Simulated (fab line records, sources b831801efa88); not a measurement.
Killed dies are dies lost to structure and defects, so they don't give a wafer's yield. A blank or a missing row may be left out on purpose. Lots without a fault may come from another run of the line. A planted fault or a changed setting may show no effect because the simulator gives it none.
Which tool did it? | flow gf180mcu | 13 lots, 36 wafers sampled, at 4 steps of a route of 602

WHAT THE GAUGES READ, wafer by wafer
GF_M2_RS_MEAS_05: measures by four-point-probe. Usual: M2_ALCU_RS 0.0694 ohm/sq, standard deviation 0.00088.
lot  | measured     | on            | M2_ALCU_RS (ohm/sq)  | flag
L972 | day 18 05:37 | film_metro-03 | 0.0704 0.0687        |
L973 | day 18 14:22 | film_metro-02 | 0.0693 0.0692 0.0683 |
L974 | day 19 02:41 | film_metro-03 | 0.0684 0.0705 0.0700 |
L975 | day 19 07:43 | film_metro-04 | 0.0704 0.0703 0.0701 |
L976 | day 19 16:17 | film_metro-02 | 0.0688 0.0681 0.0675 |
L977 | day 20 02:44 | film_metro-04 | 0.0682 0.0691 0.0692 |
L985 | day 23 01:07 | film_metro-04 | 0.0689 0.0688 0.0704 |
L987 | day 23 16:03 | film_metro-02 | 0.0693 0.0684 0.0685 |
L988 | day 23 19:49 | film_metro-02 | 0.0683 0.0686 0.0687 |
L991 | day 24 23:46 | film_metro-02 | 0.0703 0.0703 0.0697 |
L992 | day 25 08:27 | film_metro-02 | 0.0685 0.0693        |
L993 | day 25 11:56 | film_metro-02 | 0.0695 0.0697 0.0700 |
L994 | day 25 21:47 | film_metro-03 | 0.0680 0.0685        |

WHICH TOOL RAN EACH LOT (tool, then ch and the chambers of the sampled wafers, then the start)
lot  | GF_M1_STRIP_17                       | GF_V1_STRIP_18                       | GF_M2_SPUTTER_04
L972 | plasma_asher-03 ch 0,1, day 17 04:40 | plasma_asher-01 ch 0, day 18 04:08   | pvd_sputter-04, day 18 05:35
L973 | plasma_asher-02 ch 0,1, day 17 12:38 | plasma_asher-02 ch 0,1, day 18 12:41 | pvd_sputter-01, day 18 14:19
L974 | plasma_asher-02 ch 0,1, day 18 00:14 | plasma_asher-01 ch 0,1, day 19 01:14 | pvd_sputter-04, day 19 02:37
L975 | plasma_asher-02 ch 0,1, day 18 05:01 | plasma_asher-02 ch 0,1, day 19 06:14 | pvd_sputter-04, day 19 07:40
L976 | plasma_asher-02 ch 0,1, day 18 13:47 | plasma_asher-04 ch 0,1, day 19 14:47 | pvd_sputter-01, day 19 16:14
L977 | plasma_asher-02 ch 0, day 18 23:35   | plasma_asher-01 ch 0,1, day 20 01:17 | pvd_sputter-03, day 20 02:42
L985 | plasma_asher-03 ch 0,1, day 21 21:55 | plasma_asher-01 ch 0,1, day 22 23:39 | pvd_sputter-01, day 23 01:04
L987 | plasma_asher-03 ch 0,1, day 22 13:43 | plasma_asher-04 ch 0,1, day 23 14:35 | pvd_sputter-01, day 23 16:01
L988 | plasma_asher-04 ch 0,1, day 22 17:26 | plasma_asher-04 ch 0,1, day 23 18:11 | pvd_sputter-03, day 23 19:45
L991 | plasma_asher-02 ch 0,1, day 23 22:50 | plasma_asher-01 ch 0, day 24 22:16   | pvd_sputter-01, day 24 23:44
L992 | plasma_asher-03 ch 0, day 24 07:26   | plasma_asher-01 ch 0,1, day 25 06:53 | pvd_sputter-04, day 25 08:25
L993 | plasma_asher-03 ch 0,1, day 24 11:16 | plasma_asher-02 ch 0,1, day 25 10:28 | pvd_sputter-03, day 25 11:51
L994 | plasma_asher-04 ch 0,1, day 24 21:46 | plasma_asher-02 ch 0, day 25 20:18   | pvd_sputter-01, day 25 21:41
- GF_M1_STRIP_17: strips in O2/N2.
- GF_V1_STRIP_18: strips in O2/N2.
- GF_M2_SPUTTER_04: material TiN, target thk 50 nm, time 41.7 s.

WHAT THE TOOLS THEMSELVES READ (means of the sampled wafers that have a number; where no wafer has one, the mark that the record gives instead)
GF_M1_STRIP_17. Usual: drypump_motor_current_A 5.8 A, standard deviation 0.35; heater_power_w 340 W, standard deviation 61; oes_product_au 0.539 a.u., standard deviation 0.0047; strip_time_to_endpoint_s 7.43 s, standard deviation 0.062.
lot  | tool            | drypump_motor_current_A (A) | heater_power_w (W) | oes_product_au (a.u.) | strip_time_to_endpoint_s (s) | flag
L972 | plasma_asher-03 | 5.7                         | 346                | 0.539                 | 7.36                         |
L973 | plasma_asher-02 | 6.1                         | 359                | 0.541                 | 7.43                         |
L974 | plasma_asher-02 | 6.1                         | 356                | 0.543                 | 7.41                         |
L975 | plasma_asher-02 | 5.9                         | 350                | 0.538                 | 7.37                         |
L976 | plasma_asher-02 | 6.1                         | 352                | 0.548                 | 6.73                         | OFF
L977 | plasma_asher-02 | 6.3                         | 356                | 0.547                 | 6.69                         | OFF
L985 | plasma_asher-03 | 5.6                         | 316                | 0.543                 | 7.47                         |
L987 | plasma_asher-03 | 5.6                         | 309                | 0.533                 | 7.35                         |
L988 | plasma_asher-04 | 5.4                         | 309                | 0.531                 | 7.33                         |
L991 | plasma_asher-02 | 5.9                         | 352                | 0.542                 | 7.40                         |
L992 | plasma_asher-03 | 6.0                         | 429                | 0.543                 | 7.52                         |
L993 | plasma_asher-03 | 5.6                         | 320                | 0.538                 | 7.45                         |
L994 | plasma_asher-04 | 5.3                         | 296                | 0.540                 | 7.38                         |

GF_V1_STRIP_18. Usual: drypump_motor_current_A 5.9 A, standard deviation 0.41; heater_power_w 327 W, standard deviation 27; oes_product_au 0.593 a.u., standard deviation 0.0047.
lot  | tool            | drypump_motor_current_A (A) | heater_power_w (W) | oes_product_au (a.u.) | flag
L972 | plasma_asher-01 | 5.7                         | 300                | 0.595                 |
L973 | plasma_asher-02 | 6.0                         | 355                | 0.594                 |
L974 | plasma_asher-01 | 6.0                         | 306                | 0.591                 |
L975 | plasma_asher-02 | 6.0                         | 354                | 0.593                 |
L976 | plasma_asher-04 | 5.3                         | 287                | 0.592                 |
L977 | plasma_asher-01 | 6.1                         | 307                | 0.591                 |
L985 | plasma_asher-01 | 6.3                         | 309                | 0.595                 |
L987 | plasma_asher-04 | 5.3                         | 292                | 0.594                 |
L988 | plasma_asher-04 | 5.4                         | 306                | 0.589                 |
L991 | plasma_asher-01 | 5.8                         | 303                | 0.594                 |
L992 | plasma_asher-01 | 6.2                         | 304                | 0.589                 |
L993 | plasma_asher-02 | 6.1                         | 354                | 0.593                 |
L994 | plasma_asher-02 | 6.3                         | 361                | 0.591                 |

GF_M2_SPUTTER_04. Usual: throttle_valve_pct 30.2 %, standard deviation 1.5.
lot  | tool           | throttle_valve_pct (%) | flag
L972 | pvd_sputter-04 | 30.6                   |
L973 | pvd_sputter-01 | 29.5                   |
L974 | pvd_sputter-04 | 30.7                   |
L975 | pvd_sputter-04 | 29.9                   |
L976 | pvd_sputter-01 | 29.1                   |
L977 | pvd_sputter-03 | 29.2                   |
L985 | pvd_sputter-01 | 29.8                   |
L987 | pvd_sputter-01 | 31.3                   |
L988 | pvd_sputter-03 | 29.2                   |
L991 | pvd_sputter-01 | 30.1                   |
L992 | pvd_sputter-04 | 31.6                   |
L993 | pvd_sputter-03 | 30.4                   |
L994 | pvd_sputter-01 | 27.1                   |

THE ANSWER, worked out from the rows above alone
Rule: a lot is off if the mean of its wafers that have a number lies more than 3 standard deviations from the usual mean. A lot without any number at a reading at which 4 lots or more have one is off too. The other lots that the step has rows for count as sound. The gauges are gone through in route order, then the tools' own readings, and for those a lot's mean is taken as printed above. The first step at which some lot is off is used, and at that step the reading that is off furthest; a lot without a number counts as furthest.
Off: L976, L977, at GF_M1_STRIP_17 (strip_time_to_endpoint_s).
A tool fits if, at that step or a process step before it, it ran every lot that is off, and no sound lot after the first of them. None of those tried fits.

WHAT THE SIMULATOR HAD PUT IN
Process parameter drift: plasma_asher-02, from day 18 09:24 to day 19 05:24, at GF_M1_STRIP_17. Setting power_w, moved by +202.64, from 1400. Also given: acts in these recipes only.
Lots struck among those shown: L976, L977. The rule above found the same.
